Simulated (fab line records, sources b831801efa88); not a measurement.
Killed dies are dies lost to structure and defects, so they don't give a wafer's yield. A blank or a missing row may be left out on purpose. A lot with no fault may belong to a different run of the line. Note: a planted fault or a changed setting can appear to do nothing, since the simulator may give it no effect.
fab line records -- flow sfq-line
record lots=6, wafers=18, last-day=88
route steps=325 shown C5@250 M6@251
lots that met no fault: taken from a fault-free run of the same line
start-h: hours from the record's first day to the start of the lot's first wafer shown -- wait-h: how many hours have passed since the lot's step before this one -- " same as the row above -- L1.1+2: several wafers, shown together as one row -- - no value, or no start was given -- * or withheld: withheld -- < > ~ a bound
route shown NAME@n: names a module that has steps shown in the file, with the first one's number in the route -- usual: average and standard deviation across the fault-free wafers -- same: alike in all rows -- chamber/n: place in a boat -- sites: the reading at each site -- _std_site: standard deviation across them -- _edge_site: mean of outer sites minus mean of inner sites -- radius-mm: for every site, how far away it sits from the centre of the wafer -- mask NAME#n: copy n -- behind: the tool/chamber that last shaped the wafer -- hold: why the lot went on hold/how many hours it stayed there/how the hold came to an end -- device: transistor that didn't switch, given as n, p or np -- end of line: tests run on the same wafers once the route is complete -- a step without rows: its recipe alone -- killed: dies that structure and defects cost at the first sort, which is not the same as the wafer's yield -- map: per-die view of a wafer (x killed, . not killed, _ where there is no die)
set.NAME: the setting as run; set.NAME@STEP: as run at that earlier step -- model.NAME: the simulator's own value behind a step, which no gauge read
certain route steps with their lots: each step a table, each wafer a row
services: from which hour (start-h, from the record's first day; less than 0 if before it) a tool's chamber was out of use, for how many hours, and why
## steps
# step SFQ_TRILAYER_C5_STRIP_SOLV_CLEAN_156
# recipe chemistry=NMP, temp-c=70, time-s=600
# step SFQ_TRILAYER_M6_DEP_PRE_CLEAN_158
# recipe gas=Ar, time-s=22.5, bias-v=250
# step SFQ_TRILAYER_M6_DEP_SPUTTER_157
# recipe material=Nb, base-pressure-pa=1.33e-06, chamber-pressure-pa=0.1333, substrate-temp-c=20, target-thk-nm=200, power-w=2000, time-s=133.3
# usual chamber-pressure-pa=0.13333/0.00025, throttle-valve-pct=29.5/0.91
lot.wafer,tool,chamber,start-h,wait-h,chamber-pressure-pa,throttle-valve-pct
L582.1,pvd-sputter-05,-,1683.50,0.0,0.13348,29.3
L582.2,pvd-sputter-05,-,1683.50,0.0,0.13341,30.0
L582.4,pvd-sputter-05,-,1683.50,0.0,0.13297,30.1
L584.4,pvd-sputter-04,-,1686.82,0.0,0.13336,30.7
L584.5,pvd-sputter-04,-,1686.82,0.0,0.13335,27.5
L584.6,pvd-sputter-04,-,1686.82,0.0,0.13322,29.1
L587.3,pvd-sputter-03,-,1697.75,0.0,0.13298,29.3
L587.4,pvd-sputter-03,-,1697.75,0.0,0.13319,28.9
L587.5,pvd-sputter-03,-,1697.75,0.0,0.13323,29.1
L599.1,pvd-sputter-04,-,1882.40,0.0,0.13311,29.7
L599.2,pvd-sputter-04,-,1882.40,0.0,0.13341,27.7
L599.4,pvd-sputter-04,-,1882.40,0.0,0.13324,29.1
L602.3,pvd-sputter-05,-,1917.20,0.0,0.13304,29.9
L602.5,pvd-sputter-05,-,1917.20,0.0,0.13347,30.4
L602.6,pvd-sputter-05,-,1917.20,0.0,0.13314,29.3
L603.3,pvd-sputter-03,-,1940.10,0.0,0.13365,30.1
L603.4,pvd-sputter-03,-,1940.10,0.0,0.13373,29.1
L603.6,pvd-sputter-03,-,1940.10,0.0,0.1337,30.1
# step SFQ_M6_RS_MEAS_938
# recipe thk-meas-gauge=four-point-probe, reads=Nb_of_TRILAYER_M6_DEP_SPUTTER_157
# usual M6_NB_RS=0.889/0.0094
lot.wafer,tool,chamber,start-h,wait-h,M6_NB_RS[ohm/sq]
L582.1,film-metro-02,-,1683.59,0.0,0.890
L582.2,film-metro-02,-,1683.59,0.0,0.905
L582.4,film-metro-02,-,1683.59,0.0,0.892
L584.4,film-metro-01,-,1686.97,0.1,0.896
L584.5,film-metro-01,-,1686.97,0.1,0.900
L584.6,film-metro-01,-,1686.97,0.1,0.896
L587.3,film-metro-01,-,1697.88,0.1,0.896
L587.4,film-metro-01,-,1697.88,0.1,0.877
L587.5,film-metro-01,-,1697.88,0.1,0.879
L599.1,film-metro-04,-,1882.49,0.0,0.876
L599.2,film-metro-04,-,1882.49,0.0,0.877
L599.4,film-metro-04,-,1882.49,0.0,0.879
L602.3,film-metro-02,-,1917.33,0.1,0.900
L602.5,film-metro-02,-,1917.33,0.1,0.901
L602.6,film-metro-02,-,1917.33,0.1,0.899
L603.3,film-metro-02,-,1940.23,0.1,0.896
L603.4,film-metro-02,-,1940.23,0.1,0.886
L603.6,film-metro-02,-,1940.23,0.1,0.886
# step SFQ_TRILAYER_M6_LITHO_COAT_164
# recipe resist=BARC, spin-rpm=3000, resist-thk-nm=62
# step SFQ_TRILAYER_M6_LITHO_COAT_159
# recipe resist=KrF, spin-rpm=3000, resist-thk-nm=600
# step SFQ_TRILAYER_M6_LITHO_SOFTBAKE_163
# recipe temp-c=withheld, time-s=withheld, resist=KrF
# step SFQ_TRILAYER_M6_LITHO_EXPOSE_160
# recipe mask-id=M6, na=0.6, source-shape=conventional, sigma-outer=0.65, target-cd-nm=500, dose-mj=14.4
# step SFQ_TRILAYER_M6_LITHO_PEB_162
# recipe peb-temp-c=115, peb-time-s=60, resist=KrF
# step SFQ_TRILAYER_M6_LITHO_DEVELOP_161
# recipe time-s=60, resist=KrF
# step SFQ_M6_OVL_MEAS_940
# usual M6_OVL=2/5.4
lot.wafer,tool,chamber,start-h,wait-h,M6_OVL[nm]
L582.1,overlay-02,-,1804.26,0.1,-4
L582.2,overlay-02,-,1804.26,0.1,-6
L582.4,overlay-02,-,1804.26,0.1,0
L584.4,overlay-02,-,1809.08,0.1,-1
L584.5,overlay-02,-,1809.08,0.1,-4
L584.6,overlay-02,-,1809.08,0.1,1
L587.3,overlay-01,-,1819.87,0.1,3
L587.4,overlay-01,-,1819.87,0.1,-1
L587.5,overlay-01,-,1819.87,0.1,-5
L599.1,overlay-02,-,1887.14,0.1,-3
L599.2,overlay-02,-,1887.14,0.1,0
L599.4,overlay-02,-,1887.14,0.1,-1
L602.3,overlay-01,-,1920.33,0.1,16
L602.5,overlay-01,-,1920.33,0.1,2
L602.6,overlay-01,-,1920.33,0.1,5
L603.3,overlay-02,-,1956.95,0.1,-1
L603.4,overlay-02,-,1956.95,0.1,-5
L603.6,overlay-02,-,1956.95,0.1,1
# step SFQ_TRILAYER_M6_BARC_OPEN_METAL_ETCH_206
# recipe mask-material=PR, chemistry=O2, target-depth-nm=125, target=BARC, icp-w=600, bias-w=80, pressure-mtorr=10, time-s=41.7
# usual bias-w=79.99/0.24, drypump-motor-current-A=5.9/0.32, oes-product-au=0.685/0.0043, run-length-s=69.9/0.39
lot.wafer,tool,chamber,start-h,wait-h,bias-w,drypump-motor-current-A,oes-product-au,rf-hours-counter-h,run-length-s,model.KrF_of_TRILAYER_M6_LITHO_COAT_159.thk-nm
L582.1,rie-metal-02,1,1804.30,0.0,80.46,5.4,0.680,64,69.8,523.9
L582.2,rie-metal-02,0,1804.30,0.0,79.87,5.7,0.682,14,69.8,524.1
L582.4,rie-metal-02,1,1804.30,0.0,80.51,5.4,0.676,-,69.9,522.2
L584.4,rie-metal-02,1,1809.11,0.0,80.15,5.4,0.687,-,70.5,521.1
L584.5,rie-metal-02,1,1809.11,0.0,79.92,5.4,0.683,-,69.9,521.7
L584.6,rie-metal-02,0,1809.11,0.0,-,5.7,0.760,-,64.4,529
L587.3,rie-metal-02,0,1819.91,0.0,-,5.7,0.771,-,64.5,530.4
L587.4,rie-metal-02,1,1819.91,0.0,80.34,5.4,0.685,-,70.0,524.4
L587.5,rie-metal-02,0,1819.91,0.0,80.06,5.7,0.690,-,70.0,523.5
L599.1,rie-metal-04,1,1887.18,0.0,79.88,5.9,0.680,1,69.6,520.9
L599.2,rie-metal-04,0,1887.18,0.0,79.98,5.8,0.686,7,69.8,522.2
L599.4,rie-metal-04,1,1887.18,0.0,79.93,5.9,0.697,-,69.7,519.8
L602.3,rie-metal-04,0,1920.37,0.0,79.91,5.8,0.682,-,69.7,521.1
L602.5,rie-metal-04,0,1920.37,0.0,79.89,5.8,0.692,-,69.8,520.1
L602.6,rie-metal-04,1,1920.37,0.0,79.75,5.9,0.688,-,69.6,522.8
L603.3,rie-metal-03,0,1956.99,0.0,79.95,6.5,0.681,-,70.5,523.4
L603.4,rie-metal-03,1,1956.99,0.0,79.97,6.0,0.681,-,69.3,521.3
L603.6,rie-metal-03,0,1956.99,0.0,79.90,6.5,0.683,-,70.2,521
# step SFQ_TRILAYER_M6_ETCH_METAL_ETCH_162
# recipe target=Nb, stop-on=SiO2, mask-material=PR, chemistry=Cl2/Ar, target-depth-nm=240, icp-w=600, bias-w=80, pressure-mtorr=10, time-s=120
# usual bias-w=79.99/0.25, drypump-motor-current-A=5.9/0.33, oes-product-au=0.894/0.007, run-length-s=148.2/0.41
lot.wafer,tool,chamber,start-h,wait-h,bias-w,drypump-motor-current-A,oes-product-au,rf-hours-counter-h,run-length-s,model.KrF_of_TRILAYER_M6_LITHO_COAT_159.thk-nm
L582.1,rie-metal-02,1,1804.35,0.0,80.45,5.4,0.892,64,148.7,380.7
L582.2,rie-metal-02,0,1804.35,0.0,80.02,5.7,0.883,14,148.2,381.4
L582.4,rie-metal-02,1,1804.35,0.0,79.83,5.4,0.887,-,148.5,378.8
L584.4,rie-metal-02,1,1809.20,0.1,80.14,5.4,0.888,-,148.1,377.9
L584.5,rie-metal-02,1,1809.20,0.1,80.16,5.4,0.881,-,148.2,377.9
L584.6,rie-metal-02,0,1809.20,0.1,80.42,5.7,0.890,-,148.4,386.1
L587.3,rie-metal-02,0,1820.00,0.1,79.39,5.7,0.896,-,148.3,388.2
L587.4,rie-metal-02,1,1820.00,0.1,79.39,5.4,0.909,-,148.3,381.2
L587.5,rie-metal-02,0,1820.00,0.1,79.43,5.7,0.902,-,148.4,381.4
L599.1,rie-metal-04,1,1887.24,0.0,79.77,5.9,0.898,2,147.7,377.1
L599.2,rie-metal-04,0,1887.24,0.0,80.06,5.8,0.893,7,148.6,380.7
L599.4,rie-metal-04,1,1887.24,0.0,80.09,5.9,0.901,-,147.6,377.5
L602.3,rie-metal-04,0,1920.45,0.1,80.27,5.8,0.880,-,147.7,379.9
L602.5,rie-metal-04,0,1920.45,0.1,79.68,5.8,0.886,-,147.9,379.4
L602.6,rie-metal-04,1,1920.45,0.1,80.17,5.9,0.892,-,147.8,377.7
L603.3,rie-metal-03,0,1957.08,0.1,80.18,6.5,0.889,-,148.8,383.5
L603.4,rie-metal-03,1,1957.08,0.1,80.15,6.0,0.894,-,147.5,378.8
L603.6,rie-metal-03,0,1957.08,0.1,80.51,6.4,0.886,-,148.4,380.9
# step SFQ_TRILAYER_M6_STRIP_STRIP_163
# recipe gas=O2, power-w=200, platen-temp-c=40, overash-fraction=0.65, chemistry=O2, pressure-mtorr=50
# usual drypump-motor-current-A=5.9/0.32, oes-product-au=1.003/0.0087
lot.wafer,tool,chamber,start-h,wait-h,drypump-motor-current-A,oes-product-au,rf-hours-counter-h
L582.1,rie-metal-02,1,1804.48,0.1,5.4,0.999,64
L582.2,rie-metal-02,0,1804.48,0.1,5.7,1.001,14
L582.4,rie-metal-02,1,1804.48,0.1,5.4,1.014,-
L584.4,rie-metal-02,1,1809.48,0.2,5.4,1.013,-
L584.5,rie-metal-02,1,1809.48,0.2,5.4,1.017,-
L584.6,rie-metal-02,0,1809.48,0.2,5.7,1.005,-
L587.3,rie-metal-02,0,1820.28,0.2,5.7,1.002,-
L587.4,rie-metal-02,1,1820.28,0.2,5.4,1.005,-
L587.5,rie-metal-02,0,1820.28,0.2,5.7,1.012,-
L599.1,rie-metal-04,1,1887.36,0.1,5.9,1.002,2
L599.2,rie-metal-04,0,1887.36,0.1,5.8,1.000,7
L599.4,rie-metal-04,1,1887.36,0.1,5.9,1.012,-
L602.3,rie-metal-04,0,1920.74,0.2,5.8,1.006,-
L602.5,rie-metal-04,0,1920.74,0.2,5.8,1.009,-
L602.6,rie-metal-04,1,1920.74,0.2,5.9,1.016,-
L603.3,rie-metal-03,0,1957.36,0.2,6.4,0.988,-
L603.4,rie-metal-03,1,1957.36,0.2,6.0,0.994,-
L603.6,rie-metal-03,0,1957.36,0.2,6.5,0.990,-
## services
tool,chamber,start-h,hours,kind
rie-metal-04,0,1660.49,6.5,repair
rie-metal-04,1,1662.43,19.2,repair
pvd-sputter-05,-,1674.48,0.5,repair
rie-metal-02,1,1674.84,10.0,repair
rie-metal-02,0,1685.16,-,clean
rie-metal-02,0,1685.16,-,consumable-replace:focus-ring
rie-metal-02,0,1685.16,19.9,scheduled-down
rie-metal-02,0,1685.16,19.9,vent-cycle
pvd-sputter-05,-,1689.00,5.1,repair
rie-metal-04,-,1695.41,1.2,repair
pvd-sputter-05,-,1727.06,2.3,repair
pvd-sputter-05,-,1756.80,9.1,repair
pvd-sputter-05,-,1774.26,1.7,repair
pvd-sputter-03,-,1791.17,0.7,repair
pvd-sputter-05,-,1796.49,6.5,repair
rie-metal-04,0,1803.64,-,clean
rie-metal-04,0,1803.64,-,consumable-replace:focus-ring
rie-metal-04,0,1803.64,30.8,scheduled-down
rie-metal-03,1,1805.26,5.1,repair
rie-metal-03,-,1892.88,0.2,repair
pvd-sputter-03,-,1906.12,6.9,repair
pvd-sputter-05,-,1911.21,3.7,repair
pvd-sputter-03,-,1916.17,6.3,repair
rie-metal-02,1,1943.80,9.8,repair
## key
first-sign step=SFQ_TRILAYER_M6_BARC_OPEN_METAL_ETCH_206, reading=oes-product-au, direction=up, sigmas=19, usual=0.685, struck=0.766
effect step=SFQ_TRILAYER_M6_BARC_OPEN_METAL_ETCH_206, reading=run-length-s, direction=down, sigmas=14, usual=*, struck=*
model-effect step=SFQ_TRILAYER_M6_BARC_OPEN_METAL_ETCH_206, value=KrF_of_TRILAYER_M6_LITHO_COAT_159.thk-nm, without=522.5, struck=529.7
model-effect step=SFQ_TRILAYER_M6_ETCH_METAL_ETCH_162, value=KrF_of_TRILAYER_M6_LITHO_COAT_159.thk-nm, without=379.9, struck=387.1
met-at SFQ_TRILAYER_M6_BARC_OPEN_METAL_ETCH_206
struck-wafers L584.6,L587.3
onset-between 1804.30 1809.11
fault kind=process-parameter-drift, tool=rie-metal-02, chamber=-, onset-h=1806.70, steps=SFQ_TRILAYER_M6_BARC_OPEN_METAL_ETCH_206, channel=time-s, offset=*, shape=step, end-h=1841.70, scope=struck-wafers-only, acts-in=*, stated=*
